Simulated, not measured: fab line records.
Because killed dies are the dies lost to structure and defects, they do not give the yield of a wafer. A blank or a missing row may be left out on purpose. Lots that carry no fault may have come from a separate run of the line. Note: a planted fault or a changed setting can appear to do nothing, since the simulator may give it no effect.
What tool caused it?    flow gf180mcu    42 wafers from 14 lots sampled at 3 of the route's 602 steps

## WHAT EACH GAUGE READ, for each wafer
GF_VT_IMPLANT_TW_MEAS_21. Usual: for VT_IMPLANT_2_TW the level is 1214 and the standard deviation is 7.6.
lot   measured      on             VT_IMPLANT_2_TW  flag
L254  day 6 07:23   film_metro-01  1219 1220 1218   
L255  day 6 12:20   film_metro-03  1220 1222 1222   
L256  day 6 16:39   film_metro-01  1210 1214 1211   
L257  day 7 00:16   film_metro-04  1206 1213 1201   
L258  day 7 07:27   film_metro-04  1209 1200 1211   
L260  day 8 01:56   film_metro-04  1202 1202 1198   
L261  day 8 02:00   film_metro-03  1215 1217 1210   
L267  day 9 22:58   film_metro-04  1204 1208 1199   
L269  day 10 06:30  film_metro-03  1223 1213 1220   
L270  day 10 15:23  film_metro-03  1212 1219 1211   
L271  day 10 20:19  film_metro-01  1221 1228 1228   
L272  day 11 03:11  film_metro-04  1219 1216 1213   
L275  day 11 20:38  film_metro-04  1214 1211 1217   
L276  day 12 04:25  film_metro-04  1200 1207 1210   

GF_HV_LDD_RS_MEAS_53: measures by four-point-probe. Usual: for HV_LDD_RS the level is 417.2 ohm/sq and the standard deviation is 0.95.
lot   measured      on             HV_LDD_RS (ohm/sq)  flag
L254  day 12 10:35  film_metro-01  418.4 417.9 417.8   
L255  day 12 16:47  film_metro-01  417.3 416.5 417.2   
L256  day 12 23:17  film_metro-02  418.4 418.3 418.8   
L257  day 13 09:08  film_metro-03  418.7 417.3 417.5   
L258  day 13 18:48  film_metro-03  410.3 411.6 411.0   OFF
L260  day 14 17:05  film_metro-01  412.0 411.3 411.8   OFF
L261  day 14 18:27  film_metro-02  410.9 411.5 410.8   OFF
L267  day 17 02:53  film_metro-03  415.9 415.5 416.3   
L269  day 17 16:19  film_metro-01  418.1 417.2 417.6   
L270  day 18 02:02  film_metro-01  418.3 419.1 419.5   
L271  day 18 06:35  film_metro-01  417.8 418.1 417.2   
L272  day 18 13:06  film_metro-02  417.3 417.1 417.8   
L275  day 19 11:19  film_metro-02  416.3 416.8 416.6   
L276  day 20 00:55  film_metro-03  416.0 415.5 415.8   

## WHICH TOOL RAN EACH LOT (tool, then ch and the chambers of the sampled wafers, then the start)
lot   GF_HV_LDD_IMPLANT_36
L254  implanter-02 ch 0, day 11 14:35
L255  implanter-01 ch 0, day 11 20:38
L256  implanter-04 ch 0, day 12 03:11
L257  implanter-01 ch 0, day 12 13:00
L258  implanter-01 ch 0, day 12 21:24
L260  implanter-01 ch 0, day 13 19:29
L261  implanter-01 ch 0, day 13 20:55
L267  implanter-02 ch 0, day 16 03:28
L269  implanter-01 ch 0, day 16 16:51
L270  implanter-01 ch 0, day 17 02:07
L271  implanter-01 ch 0, day 17 06:44
L272  implanter-04 ch 0, day 17 12:50
L275  implanter-02 ch 0, day 18 10:08
L276  implanter-01 ch 0, day 18 23:34
- GF_HV_LDD_IMPLANT_36

## WHAT THE TOOLS THEMSELVES READ (means of the sampled wafers that have a number; where no wafer has one, the mark that the record gives instead)
GF_HV_LDD_IMPLANT_36. Usual: 59.997 for beam_energy_keV, sd 0.018.
lot   tool          beam_energy_keV  flag
L254  implanter-02  60.017           
L255  implanter-01  60.002           
L256  implanter-04  60.011           
L257  implanter-01  59.992           
L258  implanter-01  53.494           OFF
L260  implanter-01  53.507           OFF
L261  implanter-01  53.491           OFF
L267  implanter-02  59.966           
L269  implanter-01  60.003           
L270  implanter-01  60.009           
L271  implanter-01  60.012           
L272  implanter-04  60.012           
L275  implanter-02  59.999           
L276  implanter-01  59.985           

## THE ANSWER, worked out from the rows above alone
Rule: lot off if the mean of its wafers having a number is beyond 3 standard deviations from the usual mean. A lot without any number at a reading at which 4 lots or more have one is off too. The other lots that the step has rows for count as sound. After the gauges, taken in route order, come the tools' own readings; for these a lot's mean is taken, as printed above. The first step at which some lot is off is used, and at that step the reading that is off furthest; a lot without a number counts as furthest.
Off: L258, L260, L261, seen at GF_HV_LDD_RS_MEAS_53 (HV_LDD_RS).
If a tool, at a process step before that reading, ran all the lots that are off and no sound lot after the first of them, it fits. Not tried: the gauges at GF_HV_LDD_RS_MEAS_53; whatever is off there is also off at GF_HV_LDD_IMPLANT_36, on other tools, and gauge error can't account for it. No candidate that was tried fits.

## WHAT THE SIMULATOR PUT IN
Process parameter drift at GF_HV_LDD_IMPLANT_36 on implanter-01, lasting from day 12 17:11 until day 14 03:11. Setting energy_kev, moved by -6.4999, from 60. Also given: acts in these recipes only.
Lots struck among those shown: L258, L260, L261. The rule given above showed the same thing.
